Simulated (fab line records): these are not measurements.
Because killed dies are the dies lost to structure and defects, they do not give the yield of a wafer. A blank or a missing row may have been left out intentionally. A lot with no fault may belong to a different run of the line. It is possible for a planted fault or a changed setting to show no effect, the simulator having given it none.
fab line records | flow sky130
record: lots: 14 wafers: 42 last-day: 50
route steps=708 shown LI_CONTACT@383 CONTACT@425 METAL3@569
lots that met no fault: taken from a fault-free run of the same line
start-h: hours from the record's opening day to when the first of the lot's shown wafers began | wait-h: hours since the lot's step before | " identical to the entry in the row above | L1.1+2: a row that stands for several wafers | - value missing, or start not given | * or withheld: withheld | < > ~ a bound
route shown NAME@n: NAME is a module with steps in the file, n the number in the route of the first one | usual: the fault-free wafers' mean and standard deviation | same: alike in all rows | chamber/n: place in a boat | sites: the reading at each site | _std_site: the standard deviation of these | _edge_site: mean of outer sites minus mean of inner sites | radius-mm: how far each site lies from the wafer's centre | mask NAME#n: copy n | behind: the most recent tool/chamber to have shaped the wafer | hold: what put the lot on hold/how long, in hours/how the hold closed | device: names the non-switching transistor (n, p or np) | end of line: at the end of the route, the tests of the same wafers | for a step that has no rows: nothing shown but its recipe | killed: dies that structure and defects cost at the first sort, which is not the same as the wafer's yield | map: shows each die of a wafer: x if killed, . if not, _ if none is there
set.NAME: the setting the step ran with; set.NAME@STEP: the setting that earlier step ran with | model.NAME: the simulator's own value behind a step, which no gauge read
steps of the route over a sample of lots; a table a step, a row a wafer
services: a tool's chamber out of use, with start hour (start-h, from the record's first day; less than 0 if before it), hours out, and reason
== steps ==
step: SKY_LI_CONTACT_CVD_21
recipe: material: W target-thk-nm: 400 time-s: 120.56 temp-c: 400 pressure-torr: 40
usual: heater-power-w: 894/87
same: time-s: 120.56
columns lot.wafer tool chamber start-h wait-h heater-power-w
L371.3 cvd-w-01 1 690.95 0.1 1013
L371.4 " 0 " " 829
L371.5 " 0 " " 827
L373.1 cvd-w-02 1 701.98 0.0 886
L373.2 " 0 " " 801
L373.6 " 1 " " 896
L374.1 cvd-w-02 0 715.79 0.0 815
L374.3 " 0 " " 796
L374.4 " 1 " " 891
L375.2 cvd-w-02 0 721.08 0.0 824
L375.4 " 0 " " 825
L375.6 " 0 " " 811
L376.4 cvd-w-01 0 726.88 0.1 826
L376.5 " 0 " " 820
L376.6 " 1 " " 1021
L377.2 cvd-w-01 0 735.43 0.0 831
L377.3 " 0 " " 828
L377.6 " 0 " " 820
L378.1 cvd-w-01 1 740.73 0.0 1007
L378.3 " 1 " " 1016
L378.5 " 1 " " 1009
L379.1 cvd-w-01 1 752.28 0.0 993
L379.2 " 0 " " 838
L379.3 " 0 " " 847
L380.1 cvd-w-01 1 759.48 0.0 1014
L380.2 " 0 " " 834
L380.4 " 0 " " 849
L387.2 cvd-w-01 1 814.34 0.0 994
L387.4 " 0 " " 822
L387.5 " 0 " " 827
L389.1 cvd-w-01 1 824.48 0.0 994
L389.5 " 0 " " 831
L389.6 " 1 " " 1028
L391.2 cvd-w-02 0 842.98 0.0 835
L391.3 " 1 " " 893
L391.5 " 0 " " 795
L392.2 cvd-w-01 1 843.98 0.0 1011
L392.3 " 0 " " 824
L392.4 " 1 " " 1009
L393.2 cvd-w-01 0 850.54 0.0 829
L393.3 " 0 " " 819
L393.4 " 1 " " 998
step: SKY_CONTACT_STRIP_19
recipe: chemistry: O2/N2 power-w: 1400 pressure-mtorr: 1500 platen-temp-c: withheld o2-flow-sccm: 3000 n2-flow-sccm: 300 overash-fraction: 0.5
usual: chamber-pressure-mTorr: 1500.1/1.3 drypump-motor-current-A: 5.4/0.43 oes-product-au: 0.380/0.0048 strip-time-to-endpoint-s: 3.611/0.025
columns lot.wafer tool chamber start-h wait-h chamber-pressure-mTorr drypump-motor-current-A oes-product-au rf-hours-counter-h strip-time-to-endpoint-s
L371.3 plasma-asher-03 1 748.87 - 1501.4 5.9 0.382 - 3.600
L371.4 " 0 " " 1499.9 6.0 0.377 - 3.633
L371.5 " 1 " " 1499.7 5.9 0.373 - 3.604
L373.1 plasma-asher-03 0 759.89 - 1502.0 6.0 0.382 2 3.615
L373.2 " 1 " " 1499.6 5.9 0.376 2 3.573
L373.6 " 1 " " 1498.4 5.9 0.380 - 3.575
L374.1 plasma-asher-01 0 772.60 - 1498.5 4.8 0.378 37 3.617
L374.3 " 1 " " 1500.4 5.4 0.381 - 3.609
L374.4 " 0 " " 1499.9 4.8 0.374 - 3.595
L375.2 plasma-asher-01 1 779.04 - 1498.3 5.5 0.380 38 3.600
L375.4 " 0 " " 1499.9 4.8 0.387 - 3.631
L375.6 " 0 " " 1498.1 4.8 0.381 - 3.639
L376.4 plasma-asher-03 1 783.72 - 1502.6 5.9 0.383 - 3.622
L376.5 " 0 " " 1500.4 6.0 0.381 - 3.617
L376.6 " 1 " " 1500.6 5.9 0.383 - 3.667
L377.2 plasma-asher-01 0 792.20 - 1500.3 4.8 0.369 39 3.556
L377.3 " 1 " " 1500.0 5.5 0.374 - 3.602
L377.6 " 1 " " 1500.3 5.4 0.382 - 3.621
L378.1 plasma-asher-03 1 797.14 - 1501.1 5.8 0.387 5 3.608
L378.3 " 0 " " 1499.3 6.0 0.374 - 3.595
L378.5 " 1 " " 1500.7 5.9 0.379 - 3.601
L379.1 plasma-asher-04 0 809.14 - 1499.0 5.1 0.381 86 3.590
L379.2 " 1 " " 1500.1 5.3 0.370 86 3.611
L379.3 " 0 " " 1502.8 5.1 0.375 - 3.558
L380.1 plasma-asher-01 0 815.89 - 1497.6 4.8 0.380 42 3.595
L380.2 " 1 " " 1501.4 5.4 0.382 42 3.598
L380.4 " 0 " " 1502.3 4.8 0.378 - 3.630
L387.2 plasma-asher-03 1 868.99 - 1501.6 5.9 0.386 14 3.633
L387.4 " 1 " " 1500.2 5.8 0.383 - 3.641
L387.5 " 1 " " 1501.0 5.9 0.384 - 3.659
L389.1 plasma-asher-01 1 878.74 - 1500.4 5.5 0.377 50 3.583
L389.5 " 0 " " 1501.3 4.8 0.376 - 3.576
L389.6 " 1 " " 1499.1 5.5 0.375 - 3.635
L391.2 plasma-asher-04 0 897.34 - 1499.9 5.1 0.382 93 3.614
L391.3 " 1 " " 1500.4 5.3 0.378 - 3.623
L391.5 " 1 " " 1503.4 5.3 0.380 - 3.628
L392.2 plasma-asher-04 0 897.71 - 1498.6 5.1 0.382 93 3.625
L392.3 " 0 " " 1499.5 5.1 0.380 - 3.606
L392.4 " 1 " " 1496.8 5.2 0.375 - 3.601
L393.2 plasma-asher-01 1 904.71 - 1500.2 5.5 0.384 52 3.625
L393.3 " 1 " " 1501.9 5.5 0.386 - 3.633
L393.4 " 0 " " 1499.1 4.8 0.381 - 3.637
step: SKY_CONTACT_CVD_24
recipe: material: W target-thk-nm: 340 time-s: 102.12 temp-c: 400 pressure-torr: 40
usual: heater-power-w: 891/84
same: time-s: 102.12
columns lot.wafer tool chamber start-h wait-h heater-power-w
L371.3 cvd-w-01 1 749.53 0.1 1042
L371.4 " 0 " " 833
L371.5 " 0 " " 858
L373.1 cvd-w-02 0 760.54 0.0 808
L373.2 " 1 " " 873
L373.6 " 1 " " 895
L374.1 cvd-w-01 0 773.26 0.0 823
L374.3 " 1 " " 987
L374.4 " 0 " " 831
L375.2 cvd-w-02 0 779.72 0.0 828
L375.4 " 0 " " 827
L375.6 " 0 " " 817
L376.4 cvd-w-02 1 784.41 0.1 903
L376.5 " 1 " " 876
L376.6 " 0 " " 801
L377.2 cvd-w-02 1 792.86 0.0 895
L377.3 " 1 " " 889
L377.6 " 1 " " 888
L378.1 cvd-w-01 0 797.79 0.0 805
L378.3 " 1 " " 1017
L378.5 " 1 " " 1007
L379.1 cvd-w-01 0 809.79 0.0 807
L379.2 " 1 " " 1019
L379.3 " 1 " " 1018
L380.1 cvd-w-01 0 816.58 0.0 828
L380.2 " 1 " " 1000
L380.4 " 0 " " 828
L387.2 cvd-w-01 1 869.68 0.0 1007
L387.4 " 1 " " 1021
L387.5 " 1 " " 1023
L389.1 cvd-w-02 1 879.40 0.0 887
L389.5 " 0 " " 823
L389.6 " 1 " " 887
L391.2 cvd-w-02 0 898.04 0.0 824
L391.3 " 1 " " 873
L391.5 " 1 " " 904
L392.2 cvd-w-01 1 898.36 0.0 1016
L392.3 " 0 " " 820
L392.4 " 1 " " 1038
L393.2 cvd-w-01 1 905.48 0.1 1005
L393.3 " 1 " " 1021
L393.4 " 0 " " 850
step: SKY_METAL3_STRIP_19
recipe: chemistry: O2/N2 power-w: 1400 pressure-mtorr: 1500 platen-temp-c: withheld o2-flow-sccm: 3000 n2-flow-sccm: 300 overash-fraction: 0.5
usual: chamber-pressure-mTorr: 1500/4.8 drypump-motor-current-A: 5.53/0.29 oes-product-au: 0.503/0.0045 strip-time-to-endpoint-s: 6.54/0.052
columns lot.wafer tool chamber start-h wait-h chamber-pressure-mTorr drypump-motor-current-A oes-product-au rf-hours-counter-h strip-time-to-endpoint-s
L371.3 plasma-asher-02 1 916.48 0.1 1501 5.74 0.503 - 6.57
L371.4 " 0 " " 1500 5.56 0.499 - 6.47
L371.5 " 0 " " 1503 5.55 0.501 - 6.53
L373.1 plasma-asher-04 1 926.00 0.1 1503 5.27 0.503 95 6.53
L373.2 " 0 " " 1500 5.12 0.504 95 6.56
L373.6 " 1 " " 1500 5.25 0.505 - 6.49
L374.1 plasma-asher-03 1 936.30 0.1 1498 5.85 0.501 21 6.58
L374.3 " 1 " " 1499 5.90 0.510 - 6.56
L374.4 " 0 " " 1502 6.01 0.496 - 6.46
L375.2 plasma-asher-02 1 941.85 0.1 1500 5.73 0.500 82 6.58
L375.4 " 1 " " 1499 5.78 0.499 - 6.59
L375.6 " 0 " " 1499 5.57 0.507 - 6.62
L376.4 plasma-asher-02 1 947.33 0.1 1499 5.74 0.501 - 6.63
L376.5 " 1 " " 1500 5.74 0.504 - 6.61
L376.6 " 0 " " 1499 5.58 0.506 - 6.53
L377.2 plasma-asher-04 0 954.45 0.1 1502 5.15 0.514 98 6.63
L377.3 " 1 " " 1501 5.26 0.498 - 6.51
L377.6 " 1 " " 1498 5.25 0.506 - 6.57
L378.1 plasma-asher-03 0 960.70 0.1 1500 5.99 0.497 24 6.57
L378.3 " 0 " " 1498 5.99 0.502 - 6.54
L378.5 " 0 " " 1501 6.00 0.502 - 6.55
L379.1 plasma-asher-02 1 968.85 0.1 - - - - -
L379.2 " 0 " " - - - - -
L379.3 " 0 " " - - - - -
L380.1 plasma-asher-02 1 976.85 0.1 - - - - -
L380.2 " 0 " " - - - - -
L380.4 " 1 " " - - - - -
L387.2 plasma-asher-02 1 1022.65 0.1 1499 5.72 0.499 90 6.61
L387.4 " 1 " " 1503 5.72 0.500 - 6.53
L387.5 " 1 " " 1499 5.78 0.508 - 6.61
L389.1 plasma-asher-02 0 1031.43 0.3 1499 5.56 0.505 91 6.61
L389.5 " 1 " " 1499 5.77 0.503 - 6.62
L389.6 " 0 " " 1499 5.56 0.505 - 6.62
L391.2 plasma-asher-04 0 1047.30 0.1 1500 5.14 0.495 107 6.47
L391.3 " 0 " " 1500 5.15 0.505 - 6.49
L391.5 " 1 " " 1502 5.25 0.505 - 6.54
L392.2 plasma-asher-02 1 1048.40 0.1 1500 5.74 0.508 92 6.63
L392.3 " 1 " " 1501 5.73 0.506 - 6.56
L392.4 " 0 " " 1499 5.56 0.504 - 6.65
L393.2 plasma-asher-02 0 1055.55 0.1 1501 5.56 0.497 93 6.46
L393.3 " 1 " " 1501 5.73 0.496 - 6.41
L393.4 " 0 " " 1501 5.56 0.505 - 6.52
== services ==
columns tool chamber start-h hours kind
cvd-w-01 1 674.14 14.2 repair
plasma-asher-02 - 683.55 4.7 repair
plasma-asher-02 - 685.46 1.5 repair
cvd-w-02 1 693.30 3.2 repair
plasma-asher-04 - 723.89 4.9 repair
plasma-asher-03 - 733.75 9.0 pm
plasma-asher-03 0 733.75 9.0 vent-cycle
plasma-asher-03 1 733.75 9.0 vent-cycle
plasma-asher-04 - 744.11 8.0 repair
plasma-asher-04 - 770.23 3.6 repair
plasma-asher-04 - 839.73 28.1 pm
plasma-asher-02 - 845.74 2.0 repair
plasma-asher-02 - 856.67 1.9 repair
plasma-asher-02 - 859.21 14.6 pm
cvd-w-02 - 904.00 14.0 pm
cvd-w-02 0 904.00 14.0 vent-cycle
cvd-w-02 1 904.00 14.0 vent-cycle
cvd-w-02 - 918.00 2.8 pm
cvd-w-02 0 918.00 - clean
cvd-w-02 1 918.00 - clean
plasma-asher-03 - 937.74 2.8 pm
cvd-w-02 - 962.57 14.6 pm
plasma-asher-01 - 1048.08 2.8 pm
plasma-asher-04 - 1055.25 9.0 pm
== key ==
first-sign: step: SKY_METAL3_STRIP_19 reading: tool-record direction: missing
effect none on later readings
met-at SKY_METAL3_STRIP_19
struck-lots L379,L380
later-rows-left-out L379.1,L379.2,L379.3,L380.1,L380.2,L380.4
sort-left-out L379.1,L379.2,L379.3,L380.1,L380.2,L380.4
not-acting-at SKY_LI_CONTACT_CVD_21,SKY_CONTACT_STRIP_19,SKY_CONTACT_CVD_24
onset-between 947.33 968.85
fault: kind: skipped-step-whole tool: plasma-asher-02 chamber: - onset-h: 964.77 steps: SKY_METAL3_STRIP_19 scope: struck-lots-only
sort-left-out: the simulated sort isn't trusted on such a fault, so these wafers' sort isn't shown, and their yield isn't known
later-rows-left-out: the simulator's readings of these wafers behind a module that went badly wrong aren't trusted and aren't shown, but for the sort
